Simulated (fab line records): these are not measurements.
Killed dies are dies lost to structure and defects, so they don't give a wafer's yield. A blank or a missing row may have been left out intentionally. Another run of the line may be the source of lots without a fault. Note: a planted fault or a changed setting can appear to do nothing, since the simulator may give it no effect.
fab line records | flow sky130
record lots=7 wafers=18 lastDay=49
route steps=708 shown DNWELL@41 PWDE@45 NWELL@56 PAD_OPEN@708
lots untouched by any fault: they come from a run of this same line in which no faults occurred
startH: the number of hours between the record's first day and the start of the first shown wafer of the lot | waitH: time in hours since the lot's previous step | " unchanged from the row above | L1.1+2: a row that stands for several wafers | - either no value or no given start | * or withheld: withheld | < > ~ a bound
route shown NAME@n: names a module that has steps shown in the file, with the first one's number in the route | usual: average and standard deviation across the fault-free wafers | same: alike in all rows | chamber/n: place in a boat | sites: each site's reading | _std_site: how widely they spread, as a standard deviation | _edge_site: mean of outer sites minus mean of inner sites | radiusMm: how far each site lies from the wafer's centre | mask NAME#n: copy n | behind: the most recent tool/chamber to have shaped the wafer | hold: what put the lot on hold/how long, in hours/how the hold closed | device: transistor that didn't switch, given as n, p or np | end of line: tests of these same wafers at the route's end | for a step that has no rows: nothing shown but its recipe | killed: the dies lost at the first sort to structure and to defects; this is not the yield of the wafer | map: a wafer's dies, marking killed ones x, the rest . and places with no die _
set.NAME: the setting that was run; set.NAME@STEP: the one run at that earlier step | model.NAME: the simulator's own value behind a step, which no gauge read
lots at some steps of the route; a table a step, a row a wafer
services: from which hour (startH, from the record's first day; less than 0 if before it) a tool's chamber was out of use, for how many hours, and why
## steps
# step SKY_DNWELL_DEVELOP_06
# recipe wallAngleDeg=90 developer=TMAH developTimeS=60 devTempC=23
# step SKY_DNWELL_IMPLANT_07
# recipe species=P energyKev=withheld doseCm2=withheld tiltDeg=withheld
# step SKY_DNWELL_STRIP_08
# recipe chemistry=O2/N2 powerW=1400 pressureMtorr=1500 platenTempC=withheld o2FlowSccm=3000 n2FlowSccm=300 overashFraction=0.5
# usual drypumpMotorCurrentA=5.81/0.25 oesProductAu=0.723/0.005 stripTimeToEndpointS=36.91/0.098
# columns lot.wafer tool chamber startH waitH drypumpMotorCurrentA oesProductAu rfHoursCounterH stripTimeToEndpointS
L353.2 plasmaAsher-04 0 70.99 0.1 5.70 0.720 37 36.93
L353.3 " 1 " " 5.85 0.731 - 36.95
L353.4 " 0 " " 5.69 0.721 - 36.90
L356.1 plasmaAsher-04 1 87.97 0.1 5.88 0.729 39 37.08
L356.2 " 0 " " 5.68 0.725 39 37.05
L356.4 " 0 " " 5.68 0.726 - 37.07
L357.1 plasmaAsher-04 1 92.19 0.1 5.85 0.730 40 36.83
L357.3 " 0 " " 5.67 0.715 - 36.79
L357.4 " 1 " " 5.84 0.720 - 36.82
L358.1 plasmaAsher-03 0 95.99 0.1 5.96 0.716 28 37.02
L358.3 " 0 " " 5.97 0.724 - 37.02
L358.5 " 1 " " 6.21 0.717 - 36.99
L363.3 plasmaAsher-04 1 121.57 0.1 5.86 0.726 - 37.06
L363.4 " 0 " " 5.70 0.716 - 36.92
L365.2 plasmaAsher-02 1 133.69 0.1 5.32 0.717 48 36.92
L365.3 " 1 " " 5.31 0.721 - 36.86
L367.4 plasmaAsher-03 0 143.46 0.1 5.98 0.722 - 36.82
L367.6 " 1 " " 6.22 0.732 - 36.83
# step SKY_DNWELL_TW_MEAS_09
# usual DNWELL_TW=1115/8
# columns lot.wafer tool chamber startH waitH DNWELL_TW
L353.2 filmMetro-03 - 71.10 0.1 1117
L353.3 " - " " 1120
L353.4 " - " " 1121
L356.1 filmMetro-03 - 88.07 0.1 1126
L356.2 " - " " 1124
L356.4 " - " " 1119
L357.1 filmMetro-04 - 92.29 0.1 1107
L357.3 " - " " 1106
L357.4 " - " " 1104
L358.1 filmMetro-03 - 96.09 0.1 1116
L358.3 " - " " 1110
L358.5 " - " " 1114
L363.3 filmMetro-03 - 121.66 0.1 1122
L363.4 " - " " 1129
L365.2 filmMetro-04 - 133.80 0.1 1117
L365.3 " - " " 1114
L367.4 filmMetro-02 - 143.55 0.1 1117
L367.6 " - " " 1114
# step SKY_PWDE_DEHYDRATE_00
# recipe tempC=200 timeS=60
# step SKY_PWDE_HMDS_01
# recipe primeTimeS=60 primeTempC=120
# step SKY_PWDE_COAT_02
# recipe spinRpm=2000 resistThkNm=3000
# step SKY_PWDE_SOFTBAKE_03
# recipe tempC=110 timeS=withheld
# step SKY_PWDE_EXPOSE_04
# recipe maskId=PWDEM na=0.6 sourceShape=conventional sigmaOuter=0.6 polarization=unpolarized targetCdNm=840 doseMj=214
# step SKY_PWDE_PEB_05
# recipe tempC=115 timeS=withheld
# step SKY_PWDE_DEVELOP_06
# recipe wallAngleDeg=90 developer=TMAH developTimeS=60 devTempC=23
# step SKY_PWDE_OVL_MEAS_07
# usual PWDE_OVL=-0.2/1.2
# columns lot.wafer tool chamber startH waitH PWDE_OVL[nm]
L353.2 overlay-02 - 88.18 - 1.5
L353.3 " - " " -0.4
L353.4 " - " " 0.6
L356.1 overlay-01 - 105.57 - 0.4
L356.2 " - " " -2.3
L356.4 " - " " -1.9
L357.1 overlay-02 - 110.12 - 0.0
L357.3 " - " " 1.1
L357.4 " - " " 1.3
L358.1 overlay-01 - 114.17 - -0.7
L358.3 " - " " -0.9
L358.5 " - " " 1.2
L363.3 overlay-01 - 141.39 - 1.3
L363.4 " - " " 0.4
L365.2 overlay-01 - 153.35 - -1.5
L365.3 " - " " 0.3
L367.4 overlay-01 - 162.04 - -0.6
L367.6 " - " " -0.8
# step SKY_PWDE_IMPLANT_08
# recipe species=B energyKev=150 doseCm2=3.6e+12 tiltDeg=withheld
# columns lot.wafer tool chamber startH waitH
L353.2+3+4 implanter-02 0 88.24 0.0
L356.1+2+4 implanter-03 0 105.61 0.0
L357.1+3+4 implanter-03 0 110.16 0.0
L358.1+3+5 implanter-02 0 114.21 0.0
L363.3+4 implanter-03 0 141.46 0.1
L365.2+3 implanter-03 0 153.40 0.0
L367.4+6 implanter-03 0 162.13 0.1
# step SKY_PWDE_STRIP_09
# recipe chemistry=O2/N2 powerW=1400 pressureMtorr=1500 platenTempC=withheld o2FlowSccm=3000 n2FlowSccm=300 overashFraction=0.5
# usual drypumpMotorCurrentA=5.86/0.25 oesProductAu=0.723/0.0043 stripTimeToEndpointS=36.87/0.1
# columns lot.wafer tool chamber startH waitH drypumpMotorCurrentA oesProductAu rfHoursCounterH stripTimeToEndpointS
L353.2 plasmaAsher-01 1 88.36 0.1 6.01 0.726 39 36.99
L353.3 " 0 " " 5.40 0.728 - 36.97
L353.4 " 1 " " 6.00 0.723 - 36.93
L356.1 plasmaAsher-03 1 105.76 0.1 6.21 0.731 29 36.79
L356.2 " 0 " " 5.99 0.725 29 36.82
L356.4 " 0 " " 5.99 0.727 - 36.75
L357.1 plasmaAsher-03 1 110.31 0.1 6.23 0.718 30 36.73
L357.3 " 0 " " 5.96 0.722 - 36.70
L357.4 " 1 " " 6.24 0.730 - 36.71
L358.1 plasmaAsher-01 0 114.36 0.1 5.45 0.721 41 36.95
L358.3 " 0 " " 5.45 0.724 - 36.97
L358.5 " 0 " " 5.42 0.720 - 36.83
L363.3 plasmaAsher-03 0 141.59 0.1 5.93 0.723 - 36.80
L363.4 " 1 " " 6.19 0.724 - 36.92
L365.2 plasmaAsher-04 1 153.53 0.1 5.83 0.717 3 36.88
L365.3 " 0 " " 5.67 0.718 - 36.88
L367.4 plasmaAsher-03 0 162.24 0.1 5.96 0.718 - 36.70
L367.6 " 0 " " 5.95 0.722 - 36.88
# step SKY_PWDE_TW_MEAS_10
# usual PWDE_TW=375.1/2.1
# columns lot.wafer tool chamber startH waitH PWDE_TW
L353.2 filmMetro-03 - 88.47 0.1 373.9
L353.3 " - " " 377.1
L353.4 " - " " 375.5
L356.1 filmMetro-02 - 105.86 0.1 375.2
L356.2 " - " " 376.0
L356.4 " - " " 374.5
L357.1 filmMetro-03 - 110.41 0.1 375.5
L357.3 " - " " 375.0
L357.4 " - " " 376.4
L358.1 filmMetro-03 - 114.46 0.1 375.9
L358.3 " - " " 375.5
L358.5 " - " " 376.9
L363.3 filmMetro-02 - 141.68 0.1 374.5
L363.4 " - " " 372.8
L365.2 filmMetro-03 - 153.64 0.1 373.7
L365.3 " - " " 372.4
L367.4 filmMetro-04 - 162.34 0.1 371.1
L367.6 " - " " 370.1
# step SKY_NWELL_DEHYDRATE_03
# recipe tempC=200 timeS=60
# step SKY_NWELL_HMDS_04
# recipe primeTimeS=60 primeTempC=120
# step SKY_NWELL_COAT_05
# recipe spinRpm=2000 resistThkNm=3000
# step SKY_NWELL_SOFTBAKE_06
# recipe tempC=110 timeS=withheld
# step SKY_NWELL_EXPOSE_07
# recipe maskId=NWM na=0.6 sourceShape=conventional sigmaOuter=0.6 polarization=unpolarized targetCdNm=840 doseMj=255
# step SKY_NWELL_PEB_08
# recipe tempC=115 timeS=withheld
# step SKY_NWELL_DEVELOP_09
# recipe wallAngleDeg=90 developer=TMAH developTimeS=60 devTempC=23
# step SKY_NWELL_OVL_MEAS_10
# usual NWELL_00_OVL=0.0/1.2
# columns lot.wafer tool chamber startH waitH NWELL_00_OVL[nm]
L353.2 overlay-02 - 105.75 - -1.0
L353.3 " - " " 0.7
L353.4 " - " " 0.5
L356.1 overlay-01 - 124.34 - -1.1
L356.2 " - " " -0.5
L356.4 " - " " -1.4
L357.1 overlay-02 - 129.14 - -0.4
L357.3 " - " " -0.1
L357.4 " - " " 0.3
L358.1 overlay-02 - 132.99 - 0.0
L358.3 " - " " -0.1
L358.5 " - " " 0.8
L363.3 overlay-01 - 161.34 - -0.1
L363.4 " - " " 1.9
L365.2 overlay-02 - 173.35 - -0.3
L365.3 " - " " 1.0
L367.4 overlay-02 - 182.71 - 2.4
L367.6 " - " " 1.4
# step SKY_NWELL_IMPLANT_11
# recipe species=P energyKev=400 doseCm2=1.9e+13 tiltDeg=withheld
# step SKY_NWELL_IMPLANT_12
# recipe species=P energyKev=120 doseCm2=1.3e+12 tiltDeg=withheld
# step SKY_NWELL_IMPLANT_13
# recipe species=P energyKev=50 doseCm2=7e+11 tiltDeg=withheld
# step SKY_NWELL_STRIP_14
# recipe chemistry=O2/N2 powerW=1400 pressureMtorr=1500 platenTempC=withheld o2FlowSccm=3000 n2FlowSccm=300 overashFraction=0.5
# usual drypumpMotorCurrentA=5.92/0.29 oesProductAu=0.723/0.0048 stripTimeToEndpointS=36.92/0.1
# columns lot.wafer tool chamber startH waitH drypumpMotorCurrentA oesProductAu rfHoursCounterH stripTimeToEndpointS
L353.2 plasmaAsher-03 1 106.23 0.1 6.22 0.729 29 36.75
L353.3 " 0 " " 5.97 0.732 - 36.82
L353.4 " 1 " " 6.21 0.719 - 36.79
L356.1 plasmaAsher-01 1 124.83 0.1 6.00 0.720 42 36.92
L356.2 " 0 " " 5.39 0.722 42 36.86
L356.4 " 1 " " 6.02 0.725 - 36.79
L357.1 plasmaAsher-03 1 129.63 0.1 6.21 0.721 32 37.01
L357.3 " 1 " " 6.21 0.725 - 37.05
L357.4 " 0 " " 5.97 0.725 - 36.87
L358.1 plasmaAsher-03 0 133.48 0.1 5.96 0.725 32 36.89
L358.3 " 1 " " 6.20 0.726 - 36.92
L358.5 " 1 " " 6.20 0.726 - 36.99
L363.3 plasmaAsher-02 0 161.84 0.1 5.75 0.726 - 36.84
L363.4 " 1 " " 5.34 0.723 - 36.88
L365.2 plasmaAsher-03 1 173.83 0.1 6.22 0.720 36 36.94
L365.3 " 0 " " 6.00 0.721 - 36.90
L367.4 plasmaAsher-03 0 183.21 0.1 5.98 0.725 - 36.92
L367.6 " 1 " " 6.20 0.718 - 36.93
# step SKY_NWELL_TW_MEAS_15
# usual NWELL_TW=1826/8.3
# columns lot.wafer tool chamber startH waitH NWELL_TW
L353.2 filmMetro-03 - 106.34 0.1 1834
L353.3 " - " " 1838
L353.4 " - " " 1837
L356.1 filmMetro-02 - 124.93 0.1 1816
L356.2 " - " " 1814
L356.4 " - " " 1821
L357.1 filmMetro-03 - 129.73 0.1 1831
L357.3 " - " " 1830
L357.4 " - " " 1824
L358.1 filmMetro-02 - 133.58 0.1 1811
L358.3 " - " " 1820
L358.5 " - " " 1818
L363.3 filmMetro-03 - 161.93 0.1 1832
L363.4 " - " " 1822
L365.2 filmMetro-02 - 173.94 0.1 1826
L365.3 " - " " 1825
L367.4 filmMetro-03 - 183.31 0.1 1830
L367.6 " - " " 1820
# step SKY_NWELL_DEHYDRATE_16
# recipe tempC=200 timeS=60
# step SKY_NWELL_HMDS_17
# recipe primeTimeS=60 primeTempC=120
# step SKY_NWELL_COAT_18
# recipe spinRpm=2000 resistThkNm=3000
# step SKY_NWELL_SOFTBAKE_19
# recipe tempC=110 timeS=withheld
# step SKY_NWELL_EXPOSE_20
# recipe maskId=NWM_COMPLEMENT na=0.6 sourceShape=conventional sigmaOuter=0.6 polarization=unpolarized targetCdNm=840 doseMj=260
# step SKY_NWELL_PEB_21
# recipe tempC=115 timeS=withheld
# step SKY_NWELL_DEVELOP_22
# recipe wallAngleDeg=90 developer=TMAH developTimeS=60 devTempC=23
# step SKY_NWELL_OVL_MEAS_23
# usual NWELL_01_OVL=0.6/1.3
# columns lot.wafer tool chamber startH waitH NWELL_01_OVL[nm]
L353.2 overlay-01 - 124.70 - -1.3
L353.3 " - " " 1.9
L353.4 " - " " 0.0
L356.1 overlay-01 - 144.29 - -1.2
L356.2 " - " " -0.9
L356.4 " - " " 1.4
L357.1 overlay-02 - 149.22 - 0.7
L357.3 " - " " -0.2
L357.4 " - " " 1.8
L358.1 overlay-01 - 152.99 - 2.0
L358.3 " - " " 0.8
L358.5 " - " " 0.8
L363.3 overlay-01 - 182.44 - -0.5
L363.4 " - " " 2.7
L365.2 overlay-01 - 199.10 - 3.1
L365.3 " - " " 1.5
L367.4 overlay-02 - 203.71 - 0.8
L367.6 " - " " 1.9
# step SKY_NWELL_IMPLANT_24
# recipe species=B energyKev=140 doseCm2=9.2e+12 tiltDeg=withheld
# step SKY_NWELL_STRIP_25
# recipe chemistry=O2/N2 powerW=1400 pressureMtorr=1500 platenTempC=withheld o2FlowSccm=3000 n2FlowSccm=300 overashFraction=0.5
# usual drypumpMotorCurrentA=5.9/0.31 oesProductAu=0.722/0.0046 stripTimeToEndpointS=36.96/0.12
# columns lot.wafer tool chamber startH waitH drypumpMotorCurrentA oesProductAu rfHoursCounterH stripTimeToEndpointS
L353.2 plasmaAsher-03 0 124.88 0.1 6.0 0.721 31 36.84
L353.3 " 0 " " 6.0 0.724 - 36.83
L353.4 " 1 " " 6.2 0.725 - 36.80
L356.1 plasmaAsher-03 0 144.48 0.1 6.0 0.727 33 36.88
L356.2 " 1 " " 6.2 0.726 33 37.01
L356.4 " 0 " " 5.9 0.728 - 36.99
L357.1 plasmaAsher-03 0 149.41 0.1 5.9 0.719 34 36.90
L357.3 " 1 " " 6.2 0.727 - 36.85
L357.4 " 0 " " 5.9 0.720 - 36.89
L358.1 plasmaAsher-02 0 153.18 0.1 5.8 0.715 50 36.90
L358.3 " 1 " " 5.3 0.712 - 36.91
L358.5 " 1 " " 5.3 0.722 - 36.79
L363.3 plasmaAsher-01 0 182.64 0.1 5.4 0.724 - 36.95
L363.4 " 1 " " 6.0 0.720 - 36.98
L365.2 plasmaAsher-03 0 199.28 0.1 6.0 0.727 38 36.83
L365.3 " 1 " " 6.2 0.725 - 36.96
L367.4 plasmaAsher-03 0 203.91 0.1 6.0 0.720 - 37.11
L367.6 " 1 " " 6.2 0.713 - 37.14
# step SKY_NWELL_TW_MEAS_26
# usual NWELL_2_TW=497.3/2.5
# columns lot.wafer tool chamber startH waitH NWELL_2_TW
L353.2 filmMetro-04 - 124.99 0.1 491.8
L353.3 " - " " 493.2
L353.4 " - " " 493.4
L356.1 filmMetro-03 - 144.58 0.1 492.8
L356.2 " - " " 495.8
L356.4 " - " " 495.1
L357.1 filmMetro-03 - 149.51 0.1 493.9
L357.3 " - " " 496.0
L357.4 " - " " 496.4
L358.1 filmMetro-03 - 153.28 0.1 497.0
L358.3 " - " " 499.4
L358.5 " - " " 494.0
L363.3 filmMetro-02 - 182.73 0.1 499.7
L363.4 " - " " 497.2
L365.2 filmMetro-02 - 199.39 0.1 497.8
L365.3 " - " " 495.1
L367.4 filmMetro-03 - 204.01 0.1 500.1
L367.6 " - " " 501.0
# step SKY_NWELL_CLEAN_27
# recipe chemistry=SC1/SC2 mix=1:4:20 tempC=70 timeS=150 dry=n2Spin
# step SKY_NWELL_RTA_28
# recipe tempC=1050 timeS=30 idleTempC=650 rampUpCPerS=150 rampDownCPerS=90 ambient=N2
# usual lampPowerPct=25.30/0.058 wafer_temp_C_max=1054.9/0.94
# columns lot.wafer tool chamber startH waitH lampPowerPct wafer_temp_C_max
L353.2 rtpAnneal-01 0 125.10 0.0 25.31 1054.2
L353.3 " 0 " " 25.36 1056.5
L353.4 " 0 " " 25.19 1057.1
L356.1 rtpAnneal-02 0 144.69 0.0 25.31 1056.2
L356.2 " 0 " " 25.32 1055.2
L356.4 " 0 " " 25.33 1054.3
L357.1 rtpAnneal-01 0 149.62 0.0 25.16 1055.1
L357.3 " 0 " " 25.34 1053.6
L357.4 " 0 " " 25.32 1055.0
L358.1 rtpAnneal-02 0 153.39 0.0 25.32 1054.4
L358.3 " 0 " " 25.37 1054.4
L358.5 " 0 " " 25.30 1054.3
L363.3 rtpAnneal-01 0 182.86 0.0 25.38 1054.9
L363.4 " 0 " " 25.40 1055.8
L365.2 rtpAnneal-01 0 199.50 0.0 25.27 1055.3
L365.3 " 0 " " 25.16 1054.5
L367.4 rtpAnneal-01 0 204.14 0.1 25.35 1054.0
L367.6 " 0 " " 25.14 1053.6
# step SKY_NWELL_RS_MEAS_29
# recipe thkMeasGauge=four-point-probe
# usual NWELL_RS=624.8/1.5
# columns lot.wafer tool chamber startH waitH NWELL_RS[ohm/sq]
L353.2 filmMetro-03 - 125.21 0.1 622.5
L353.3 " - " " 624.2
L353.4 " - " " 624.5
L356.1 filmMetro-04 - 144.79 0.1 625.2
L356.2 " - " " 624.5
L356.4 " - " " 623.8
L357.1 filmMetro-04 - 149.72 0.1 622.8
L357.3 " - " " 624.3
L357.4 " - " " 624.4
L358.1 filmMetro-04 - 153.49 0.1 623.4
L358.3 " - " " 626.3
L358.5 " - " " 623.0
L363.3 filmMetro-04 - 182.96 0.1 622.4
L363.4 " - " " 623.4
L365.2 filmMetro-03 - 199.61 0.1 625.3
L365.3 " - " " 625.7
L367.4 filmMetro-02 - 204.25 0.1 626.2
L367.6 " - " " 624.3
# step SKY_NWELL_RS_MEAS_31
# recipe thkMeasGauge=four-point-probe
# usual PWDE_RS=5272/16
# columns lot.wafer tool chamber startH waitH PWDE_RS[ohm/sq]
L353.2 filmMetro-03 - 125.45 0.1 5259
L353.3 " - " " 5249
L353.4 " - " " 5264
L356.1 filmMetro-04 - 145.03 0.1 5260
L356.2 " - " " 5254
L356.4 " - " " 5257
L357.1 filmMetro-04 - 149.96 0.1 5303
L357.3 " - " " 5281
L357.4 " - " " 5293
L358.1 filmMetro-04 - 153.73 0.1 5275
L358.3 " - " " 5273
L358.5 " - " " 5278
L363.3 filmMetro-04 - 183.20 0.1 5357
L363.4 " - " " 5283
L365.2 filmMetro-03 - 199.85 0.1 5279
L365.3 " - " " 5373
L367.4 filmMetro-02 - 204.49 0.1 5271
L367.6 " - " " 5334
# step SKY_PAD_OPEN_PROBE_99
# usual killed_at_M0_to_M3=44/7 killed_at_M4_up=3.1/1.8 killedAtContacts=25/5.1 killedAtFrontEnd=15/4.3 killedAtOther=0.3/0.61 killedDies=87/9.8 killedOpen=48/7 killedShort=38/6.3
# same grossDies=492 killedAtBackSide=0
# columns lot.wafer tool chamber startH waitH killed_at_M0_to_M3 killed_at_M4_up killedAtContacts killedAtFrontEnd killedAtOther killedDies killedOpen killedShort
L353.2 prober-01 - 1093.44 0.1 43 3 24 27 1 98 63 35
L353.3 prober-01 - 1093.49 0.2 45 0 26 10 0 81 47 34
L353.4 prober-01 - 1093.54 0.2 38 3 25 28 0 94 46 48
L356.1 prober-02 - 1114.07 0.1 47 3 22 15 1 88 44 43
L356.2 prober-02 - 1114.12 0.1 50 3 25 18 0 96 45 50
L356.4 prober-02 - 1114.22 0.2 27 4 27 17 0 75 47 28
L358.1 prober-02 - 1127.74 0.1 33 2 35 17 0 87 51 36
L358.3 prober-02 - 1127.84 0.2 37 3 20 11 0 71 40 31
L358.5 prober-02 - 1127.94 0.2 54 5 19 14 0 92 46 46
L363.3 prober-01 - 1150.97 0.2 44 3 24 13 0 84 47 37
L365.2 prober-01 - 1163.09 0.1 45 5 23 14 1 88 60 28
L365.3 prober-01 - 1163.14 0.2 46 3 27 13 0 89 46 43
L367.4 prober-01 - 1170.89 0.2 57 1 32 16 1 107 67 40
L367.6 prober-01 - 1170.99 0.2 50 3 37 15 0 105 51 53
# killed by level:class
L353.2 VIA3:geometricParticle:open=10 CONTACT:geometricParticle:open=9 POLY_GATE:geometricParticle:open=9 VIA1:geometricParticle:open=9 FIELD_ISO:geometricParticle:short=6 VIA2:geometricParticle:open=6 LI_CONTACT:geometricParticle:open=6 FIELD_ISO:geometricParticle:open=5
L353.3 VIA1:geometricParticle:open=11 CONTACT:geometricParticle:open=8 METAL3:geometricParticle:short=7 LI_CONTACT:geometricParticle:open=5 CONTACT:geometricParticle:short=5 VIA1:geometricParticle:short=5 VIA2:geometricParticle:open=5 VIA3:geometricParticle:open=5
L353.4 POLY_GATE:geometricParticle:short=10 CONTACT:geometricParticle:open=9 LI_CONTACT:geometricParticle:open=7 VIA1:geometricParticle:open=7 VIA2:geometricParticle:open=7 VIA3:geometricParticle:short=6 CONTACT:geometricParticle:short=5 FIELD_ISO:geometricParticle:open=4
L356.1 METAL1:geometricParticle:short=9 VIA2:geometricParticle:open=8 VIA1:geometricParticle:open=8 LI_CONTACT:geometricParticle:open=8 CONTACT:geometricParticle:open=8 METAL2:geometricParticle:short=5 POLY_GATE:geometricParticle:short=4 VIA1:geometricParticle:short=4
L356.2 LOCAL_INTERCONNECT:geometricParticle:short=10 VIA2:geometricParticle:open=9 VIA1:geometricParticle:open=8 CONTACT:geometricParticle:open=7 VIA1:geometricParticle:short=7 VIA3:geometricParticle:open=6 METAL1:geometricParticle:short=5 POLY_GATE:geometricParticle:open=5
L356.4 CONTACT:geometricParticle:open=12 LI_CONTACT:geometricParticle:open=9 VIA1:geometricParticle:short=7 VIA1:geometricParticle:open=7 FIELD_ISO:geometricParticle:open=6 FIELD_ISO:geometricParticle:short=5 LOCAL_INTERCONNECT:geometricParticle:short=4 VIA3:geometricParticle:open=3
L358.1 CONTACT:geometricParticle:open=12 VIA1:geometricParticle:open=8 LOCAL_INTERCONNECT:geometricParticle:short=7 CONTACT:geometricParticle:short=7 LI_CONTACT:geometricParticle:open=6 POLY_GATE:geometricParticle:short=5 VIA2:geometricParticle:open=5 VIA3:geometricParticle:open=5
L358.3 VIA1:geometricParticle:open=11 CONTACT:geometricParticle:open=6 LI_CONTACT:geometricParticle:open=6 VIA1:geometricParticle:short=5 VIA3:geometricParticle:open=5 METAL1:geometricParticle:short=4 FIELD_ISO:geometricParticle:short=3 LOCAL_INTERCONNECT:geometricParticle:short=3
L358.5 VIA1:geometricParticle:open=11 VIA3:geometricParticle:open=10 METAL2:geometricParticle:short=8 CONTACT:geometricParticle:open=7 METAL1:geometricParticle:short=7 VIA2:geometricParticle:open=6 FIELD_ISO:geometricParticle:short=5 LI_CONTACT:geometricParticle:open=5
L363.3 VIA1:geometricParticle:open=13 CONTACT:geometricParticle:open=9 LI_CONTACT:geometricParticle:open=8 METAL2:geometricParticle:short=8 VIA3:geometricParticle:open=6 FIELD_ISO:geometricParticle:short=5 VIA1:geometricParticle:short=5 VIA2:geometricParticle:open=4
L365.2 VIA1:geometricParticle:open=12 CONTACT:geometricParticle:open=11 VIA3:geometricParticle:open=9 VIA2:geometricParticle:open=7 FIELD_ISO:geometricParticle:open=6 METAL2:geometricParticle:short=5 POLY_GATE:geometricParticle:open=4 LI_CONTACT:geometricParticle:open=4
L365.3 VIA1:geometricParticle:open=11 VIA3:geometricParticle:open=7 CONTACT:geometricParticle:open=7 CONTACT:geometricParticle:short=6 LOCAL_INTERCONNECT:geometricParticle:short=5 METAL1:geometricParticle:short=5 VIA2:geometricParticle:open=5 FIELD_ISO:geometricParticle:open=4
L367.4 LI_CONTACT:geometricParticle:open=15 METAL2:geometricParticle:short=13 VIA1:geometricParticle:open=12 CONTACT:geometricParticle:open=9 VIA2:geometricParticle:open=7 FIELD_ISO:geometricParticle:short=6 FIELD_ISO:geometricParticle:open=5 VIA1:geometricParticle:short=5
L367.6 CONTACT:geometricParticle:open=12 VIA1:geometricParticle:open=12 CONTACT:geometricParticle:short=10 FIELD_ISO:geometricParticle:open=7 VIA1:geometricParticle:short=7 LI_CONTACT:geometricParticle:open=6 VIA2:geometricParticle:open=6 METAL2:geometricParticle:short=5
## services
# columns tool chamber startH hours kind
implanter-03 - 100.86 3.1 pm
plasmaAsher-04 - 108.81 9.0 pm
plasmaAsher-04 0 108.81 9.0 ventCycle
plasmaAsher-04 1 108.81 9.0 ventCycle
plasmaAsher-04 0 117.81 - clean
plasmaAsher-04 1 117.81 - clean
implanter-03 - 147.37 5.5 repair
plasmaAsher-04 - 164.77 7.4 repair
implanter-03 - 190.62 6.8 repair
implanter-02 - 191.00 2.5 repair
implanter-02 - 193.45 13.3 pm
## key
firstSign step=SKY_NWELL_RS_MEAS_31 reading=PWDE_RS direction=up sigmas=5.1 usual=5272 struck=5354
effect none on later readings
metAt SKY_PWDE_IMPLANT_08
struckWafers L363.3,L365.3,L367.6
testerLeftOut L363,L365,L367
onsetBetween 110.16 141.46
fault kind=processParameterDrift tool=implanter-03 chamber=- onsetH=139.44 steps=SKY_PWDE_IMPLANT_08 channel=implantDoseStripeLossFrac offset=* shape=step endH=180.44 scope=struckWafersOnly
# testerLeftOut: of these lots the tester's yield and bins aren't shown, on N5 and GAA mostly nor the transistor test; their killed dies are dies lost to structure and defects alone, not to doping, threshold or leakage, so they don't give the yield
